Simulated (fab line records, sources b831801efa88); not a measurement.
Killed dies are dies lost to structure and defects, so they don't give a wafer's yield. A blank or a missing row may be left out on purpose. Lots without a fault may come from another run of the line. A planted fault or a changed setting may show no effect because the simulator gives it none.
A struck lot beside a sound one | flow sky130 | 16 steps out of a route of 708
Sound: wafers L170.1, L170.2, L170.5. Struck: wafer L174.6. (L174.1 of the same lot was not struck and is left out.) The cause comes at the end.
At each step with rows: each side's tool, then ch and its chambers, then its first start. Under that, the readings that differ: sound wafers | struck wafers | difference of the means | sigmas: that difference in standard deviations of wafers without a fault.
alike: readings whose means differ by less than 2 such deviations, and words and numbers that are the same on both sides. not compared: withheld readings, readings that some wafer has no value for, bounds like >300 that may hide the same value, and numbers for which the record gives no deviation and whose values overlap.
The two part at a step that has a row with sigmas, a row that says differs or no value, or rows on one side only. Numbers that don't overlap but have no deviation are shown without sigmas and don't part them. A reading that every wafer of one side lacks parts them only if that side has two wafers or more.

SKY_VIA3_CMP_02: polishes SiO2.
  sound on cmp-01 ch 0,2, day 39 10:01; struck on cmp-02 ch 1, day 40 15:38
  reading             | sound        | struck | difference | sigmas
  motor_current_A (A) | 9.0 9.9 10.1 | 12.5   | +2.8       | +2
SKY_VIA3_BOW_MEAS_03:
  sound on film_metro-04, day 39 10:19; struck on film_metro-04, day 40 15:56
  alike: VIA3_BOW
then, 8 steps without rows for these wafers: SKY_VIA3_DEHYDRATE_04 (time 60 s); SKY_VIA3_HMDS_05 (prime time 60 s); SKY_VIA3_COAT_06 (resist thk 60 nm); SKY_VIA3_COAT_07 (resist thk 450 nm); SKY_VIA3_SOFTBAKE_08 (time 90 s); SKY_VIA3_EXPOSE_09 (exposes mask VIM3, target cd 200 nm); SKY_VIA3_PEB_10; SKY_VIA3_DEVELOP_11 (develop time 60 s).
SKY_VIA3_CD_MEAS_12: target cd 200 nm.
  sound on cd_sem-01, day 40 11:10; struck on cd_sem-01, day 41 16:07
  reading    | sound             | struck | difference | sigmas
  cd_nm (nm) | 201.5 202.6 202.9 | 199.3  | -3.0       | -2
SKY_VIA3_OVL_MEAS_13:
  sound on overlay-02, day 40 11:17; struck on overlay-02, day 41 16:14
  reading       | sound  | struck | difference | sigmas
  VIA3_OVL (nm) | 0 -7 0 | 8      | +10        | +2
SKY_VIA3_ETCH_14: etches BARC in N2/H2, stops on SiO2, time 45.9 s, target depth 60 nm.
  sound on rie_diel-01 ch 0,3, day 40 11:19; struck on rie_diel-01 ch 3, day 41 16:16
  reading                                     | sound                | struck | difference | sigmas
  oes_product_au (a.u.)                       | 0.852 0.852 0.860    | 0.973  | +0.118     | +25
  run_length_s (s)                            | 73.6 73.4 73.6       | 67.3   | -6.2       | -14
  throttle_valve_pct (%)                      | 13.218 13.227 13.218 | 13.239 | +0.018     | +2
  model.KrF-thick_of_VIA3_COAT_07.thk_nm (nm) | 391.6 391.2 392      | 400.7  | +9.1       |
  alike: chamber_pressure_mTorr, drypump_motor_current_A
  not compared: rf_hours_counter_h
SKY_VIA3_ETCH_15: etches SiO2 in C4F8/O2/Ar, stops on TiN, target depth 507 nm, time 78 s.
  sound on rie_diel-01 ch 0,3, day 40 11:22; struck on rie_diel-01 ch 3, day 41 16:19
  reading                                     | sound             | struck | difference | sigmas
  model.KrF-thick_of_VIA3_COAT_07.thk_nm (nm) | 288.7 289.8 288.7 | 299.5  | +10.4      |
  alike: chamber_pressure_mTorr, oes_product_au, run_length_s
  not compared: rf_hours_counter_h
SKY_VIA3_STRIP_16: strips in O2/N2.
  sound on plasma_asher-01 ch 0,1, day 40 11:25; struck on plasma_asher-01 ch 1, day 41 16:22
  reading                      | sound             | struck | difference | sigmas
  strip_time_to_endpoint_s (s) | 4.108 4.135 4.096 | 4.219  | +0.106     | +5
  alike: chamber_pressure_mTorr, drypump_motor_current_A, oes_product_au
  not compared: rf_hours_counter_h
then, 1 step without rows for these wafers: SKY_VIA3_STRIP_17 (strips in post etch residue remover, time 1200 s).

WHERE THEY PART
First at SKY_VIA3_CMP_02; last, within this record, at SKY_VIA3_STRIP_16.

WHY: what the simulator had put in
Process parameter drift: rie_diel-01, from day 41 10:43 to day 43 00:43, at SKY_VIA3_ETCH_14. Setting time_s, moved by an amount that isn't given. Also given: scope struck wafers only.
